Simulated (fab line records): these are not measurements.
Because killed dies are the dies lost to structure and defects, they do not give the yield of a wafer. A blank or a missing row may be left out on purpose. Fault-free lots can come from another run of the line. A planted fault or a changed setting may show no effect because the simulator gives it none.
fab line records    flow sfq_line
[record] lots = 14  wafers = 42  last_day = 95
route steps=325 shown M0@29
lots with no fault: from the same line, run without faults
start_h: start of the lot's first displayed wafer, in hours after the record's first day    wait_h: hours from the lot's prior step to this one    " the same as in the row above    L1.1+2: one row covering several wafers at once    - value missing, or start not given    * or withheld: withheld    < > ~ a bound
route shown NAME@n: names a module that has steps shown in the file, with the first one's number in the route    usual: mean/standard deviation taken from wafers without a fault    same: alike in all rows    chamber/n: place in a boat    sites: readings site by site    _std_site: the values' standard deviation    _edge_site: the outer-site mean with the inner-site mean subtracted    radius_mm: for every site, how far away it sits from the centre of the wafer    mask NAME#n: copy n    behind: tool/chamber where the wafer was last shaped    hold: reason for holding the lot/hours on hold/outcome of the hold    device: which transistor (n, p or np) failed to switch    end of line: the same wafers' tests at the end of the route    a step with no rows: only its recipe    killed: count of dies lost to structure and defects at first sort (not the wafer's yield)    map: the dies of a wafer, with x for killed, . for not killed, _ for no die there
set.NAME: the setting the step ran with; set.NAME@STEP: the setting that earlier step ran with    model.NAME: the simulator's own value behind a step, which no gauge read
a sample of lots followed through the steps of the route, with each step as a table and each wafer as a row
services: the hour from which a tool's chamber was out of use, counted from the record's first day as start_h (under 0 if before that day), plus the number of hours and why
[[steps]]
[step SFQ_TRILAYER_M0_DEP_SPUTTER_019]
[recipe] material = Nb  base_pressure_pa = 1.33e-06  chamber_pressure_pa = 0.1333  substrate_temp_c = 20  resputter_cathode_voltage_v = 400  target_thk_nm = 200  power_w = 2000  time_s = 133.3
[usual] base_pressure_pa = 1.32e-06/7.9e-08  chamber_pressure_pa = 0.13326/0.00028  resputter_cathode_voltage_v = 400/4.2  substrate_temp_c = 19.99/0.1  throttle_valve_pct = 30.2/0.92
lot.wafer  tool            chamber  start_h  wait_h  base_pressure_pa  chamber_pressure_pa  resputter_cathode_voltage_v  substrate_temp_c  throttle_valve_pct
L405.1     pvd_sputter-04  -        156.70   0.0     1.35e-06          0.13318              401                          20.17             30.7
L405.4     "               -        "        "       1.36e-06          0.13323              398                          20.19             30.0
L405.5     "               -        "        "       1.34e-06          0.13346              397                          19.95             29.3
L406.1     pvd_sputter-04  -        160.30   0.0     1.19e-06          0.13293              399                          19.99             29.8
L406.4     "               -        "        "       1.32e-06          0.13339              399                          20.06             29.1
L406.6     "               -        "        "       1.26e-06          0.13345              396                          19.81             29.4
L407.1     pvd_sputter-04  -        177.10   0.0     1.41e-06          0.13331              403                          20.23             29.4
L407.4     "               -        "        "       1.35e-06          0.13318              398                          19.85             29.5
L407.6     "               -        "        "       1.39e-06          0.13333              404                          20.26             29.5
L408.1     pvd_sputter-03  -        187.90   0.0     1.49e-06          0.1333               397                          20.02             30.2
L408.3     "               -        "        "       1.45e-06          0.13352              399                          20.12             31.2
L408.5     "               -        "        "       1.36e-06          0.13338              389                          20.06             29.9
L409.1     pvd_sputter-04  -        199.08   0.0     1.31e-06          0.13324              404                          20.04             30.8
L409.3     "               -        "        "       1.4e-06           0.1335               394                          19.92             29.2
L409.6     "               -        "        "       1.36e-06          0.13288              395                          19.83             29.7
L410.4     pvd_sputter-06  -        207.58   0.0     1.3e-06           0.13321              409                          19.87             30.6
L410.5     "               -        "        "       1.24e-06          0.13345              396                          19.98             32.7
L410.6     "               -        "        "       1.12e-06          0.1336               394                          20.05             30.7
L411.1     pvd_sputter-04  -        215.98   0.0     1.42e-06          0.13308              401                          19.97             29.9
L411.3     "               -        "        "       1.32e-06          0.13294              395                          19.95             29.1
L411.5     "               -        "        "       1.22e-06          0.13298              401                          19.71             29.8
L414.2     pvd_sputter-03  -        234.01   0.0     1.33e-06          0.13307              395                          19.90             31.2
L414.3     "               -        "        "       1.28e-06          0.13319              396                          20.01             30.9
L414.6     "               -        "        "       1.26e-06          0.13309              394                          19.98             30.1
L416.1     pvd_sputter-06  -        249.58   0.0     1.32e-06          0.13338              405                          19.96             30.2
L416.2     "               -        "        "       1.3e-06           0.133                404                          19.88             32.7
L416.3     "               -        "        "       1.33e-06          0.1331               402                          19.92             30.9
L419.3     pvd_sputter-04  -        268.78   0.0     1.31e-06          0.13337              402                          19.81             29.8
L419.5     "               -        "        "       1.33e-06          0.13327              396                          19.85             29.4
L419.6     "               -        "        "       1.37e-06          0.13323              402                          19.91             29.1
L421.1     pvd_sputter-04  -        278.38   0.0     1.33e-06          0.13383              406                          19.97             29.5
L421.2     "               -        "        "       1.33e-06          0.13328              395                          19.98             29.5
L421.6     "               -        "        "       1.37e-06          0.13319              406                          20.02             29.3
L422.1     pvd_sputter-03  -        283.18   0.0     1.43e-06          0.13327              403                          20.10             31.0
L422.4     "               -        "        "       1.26e-06          0.13345              394                          20.16             31.3
L422.5     "               -        "        "       1.34e-06          0.13414              401                          19.80             29.8
L427.1     pvd_sputter-04  -        336.30   0.0     1.28e-06          0.13337              399                          20.04             30.7
L427.2     "               -        "        "       1.36e-06          0.13329              400                          19.84             29.4
L427.3     "               -        "        "       1.4e-06           0.13282              400                          19.99             29.8
L428.2     pvd_sputter-06  -        343.30   0.0     1.36e-06          0.13345              404                          19.99             30.3
L428.4     "               -        "        "       1.37e-06          0.13333              394                          19.88             32.6
L428.5     "               -        "        "       1.31e-06          0.13343              401                          19.96             30.2
[step SFQ_M0_RS_MEAS_904]
[recipe] thk_meas_gauge = four-point-probe  reads = Nb_of_TRILAYER_M0_DEP_SPUTTER_019
[usual] M0_NB_RS = 0.892/0.0097
lot.wafer  tool           chamber  start_h  wait_h  M0_NB_RS[ohm/sq]
L405.1     film_metro-03  -        156.80   0.0     0.893
L405.4     "              -        "        "       0.887
L405.5     "              -        "        "       0.897
L406.1     film_metro-01  -        160.40   0.0     0.890
L406.4     "              -        "        "       0.890
L406.6     "              -        "        "       0.891
L407.1     film_metro-04  -        177.20   0.0     0.875
L407.4     "              -        "        "       0.864
L407.6     "              -        "        "       0.876
L408.1     film_metro-04  -        188.00   0.0     0.910
L408.3     "              -        "        "       0.900
L408.5     "              -        "        "       0.908
L409.1     film_metro-01  -        199.17   0.0     0.887
L409.3     "              -        "        "       0.893
L409.6     "              -        "        "       0.875
L410.4     film_metro-04  -        207.73   0.1     0.876
L410.5     "              -        "        "       0.888
L410.6     "              -        "        "       0.900
L411.1     film_metro-03  -        216.07   0.0     0.892
L411.3     "              -        "        "       0.902
L411.5     "              -        "        "       0.886
L414.2     film_metro-03  -        234.12   0.1     0.887
L414.3     "              -        "        "       0.883
L414.6     "              -        "        "       0.888
L416.1     film_metro-03  -        249.67   0.0     0.885
L416.2     "              -        "        "       0.890
L416.3     "              -        "        "       0.905
L419.3     film_metro-03  -        268.91   0.1     0.881
L419.5     "              -        "        "       0.892
L419.6     "              -        "        "       1.094
L421.1     film_metro-03  -        278.47   0.0     0.890
L421.2     "              -        "        "       0.885
L421.6     "              -        "        "       1.086
L422.1     film_metro-04  -        283.27   0.0     0.899
L422.4     "              -        "        "       0.894
L422.5     "              -        "        "       0.898
L427.1     film_metro-03  -        336.39   0.0     0.890
L427.2     "              -        "        "       0.901
L427.3     "              -        "        "       0.887
L428.2     film_metro-01  -        343.41   0.1     0.899
L428.4     "              -        "        "       0.888
L428.5     "              -        "        "       0.897
[step SFQ_TRILAYER_M0_ETCH_METAL_ETCH_024]
[recipe] target = Nb  stop_on = SiO2  mask_material = PR  chemistry = Cl2/Ar  target_depth_nm = 240  icp_w = 600  bias_w = 80  pressure_mtorr = 10  time_s = 120
[usual] drypump_motor_current_A = 5.6/0.42  oes_product_au = 0.894/0.0077
lot.wafer  tool          chamber  start_h  wait_h  drypump_motor_current_A  oes_product_au  rf_hours_counter_h
L405.1     rie_metal-03  1        259.55   0.0     5.8                      0.893           176
L405.4     "             1        "        "       5.8                      0.895           -
L405.5     "             1        "        "       5.8                      0.890           -
L406.1     rie_metal-03  1        264.35   0.0     5.8                      0.897           177
L406.4     "             1        "        "       5.8                      0.895           -
L406.6     "             1        "        "       5.8                      0.898           -
L407.1     rie_metal-02  1        275.15   0.0     6.5                      0.902           170
L407.4     "             1        "        "       6.4                      0.905           -
L407.6     "             0        "        "       5.3                      0.913           -
L408.1     rie_metal-03  1        284.75   0.0     5.8                      0.878           179
L408.3     "             0        "        "       5.5                      0.886           -
L408.5     "             1        "        "       5.8                      0.887           -
L409.1     rie_metal-02  1        295.55   0.0     6.4                      0.899           173
L409.3     "             0        "        "       5.3                      0.894           -
L409.6     "             0        "        "       5.3                      0.910           -
L410.4     rie_metal-04  0        313.72   0.1     5.2                      0.898           -
L410.5     "             0        "        "       5.3                      0.888           -
L410.6     "             1        "        "       5.2                      0.887           -
L411.1     rie_metal-03  0        324.54   0.1     5.5                      0.887           27
L411.3     "             0        "        "       5.5                      0.892           -
L411.5     "             0        "        "       5.5                      0.892           -
L414.2     rie_metal-03  0        355.68   0.0     5.5                      0.886           34
L414.3     "             1        "        "       5.8                      0.888           -
L414.6     "             1        "        "       5.8                      0.895           -
L416.1     rie_metal-03  1        375.96   0.0     5.8                      0.893           7
L416.2     "             0        "        "       5.5                      0.897           38
L416.3     "             1        "        "       5.8                      0.885           -
L419.3     rie_metal-04  1        397.63   0.1     5.2                      0.901           -
L419.5     "             1        "        "       5.2                      0.895           -
L419.6     "             1        "        "       5.2                      0.806           -
L421.1     rie_metal-02  1        409.49   0.0     6.5                      0.894           2
L421.2     "             0        "        "       5.3                      0.898           49
L421.6     "             1        "        "       6.5                      0.807           -
L422.1     rie_metal-04  1        416.87   0.1     5.2                      0.889           5
L422.4     "             1        "        "       5.2                      0.898           -
L422.5     "             1        "        "       5.1                      0.898           -
L427.1     rie_metal-02  1        477.26   0.0     6.4                      0.899           12
L427.2     "             0        "        "       5.3                      0.887           59
L427.3     "             0        "        "       5.3                      0.902           -
L428.2     rie_metal-02  1        485.66   0.0     6.4                      0.892           13
L428.4     "             1        "        "       6.5                      0.894           -
L428.5     "             0        "        "       5.3                      0.888           -
[[services]]
tool            chamber  start_h  hours  kind
rie_metal-03    0        146.80   10.5   repair
rie_metal-04    -        155.61   14.6   pm
pvd_sputter-06  -        171.91   7.9    repair
pvd_sputter-06  -        177.77   2.8    repair
rie_metal-02    -        203.10   0.6    repair
rie_metal-02    -        245.08   0.7    repair
pvd_sputter-03  -        294.09   1.5    repair
rie_metal-03    1        317.74   -      clean
rie_metal-03    1        317.74   18.3   scheduled_down
rie_metal-03    1        317.74   18.3   vent_cycle
rie_metal-04    1        350.32   11.1   repair
pvd_sputter-03  3        351.37   -      consumable_replace:kit
pvd_sputter-03  -        358.34   4.2    repair
rie_metal-02    1        367.63   -      clean
rie_metal-02    1        367.63   23.5   scheduled_down
rie_metal-02    1        367.63   23.5   vent_cycle
pvd_sputter-06  -        373.31   7.4    repair
pvd_sputter-06  -        407.92   9.0    repair
pvd_sputter-06  -        415.60   1.1    repair
pvd_sputter-03  -        427.33   1.2    repair
rie_metal-03    1        443.79   8.5    repair
rie_metal-02    -        456.79   0.6    repair
rie_metal-04    0        458.12   19.4   repair
pvd_sputter-06  -        467.54   3.9    repair
[[key]]
[first_sign] step = SFQ_M0_RS_MEAS_904  reading = M0_NB_RS  direction = up  sigmas = 20  usual = 0.892  struck = 1.090
[effect] step = SFQ_TRILAYER_M0_ETCH_METAL_ETCH_024  reading = oes_product_au  direction = down  sigmas = 11  usual = 0.894  struck = 0.806
met_at SFQ_TRILAYER_M0_DEP_SPUTTER_019
struck_lots L419,L421
struck_wafers L419.6,L421.6
onset_between 215.98 268.78
[fault] kind = process_parameter_drift  tool = pvd_sputter-04  chamber = -  onset_h = 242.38  steps = SFQ_TRILAYER_M0_DEP_SPUTTER_019  channel = target_thk_nm  offset = -35.833  shape = step  end_h = 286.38  scope = struck_wafers_only  acts_in = these_recipes_only  stated = 200
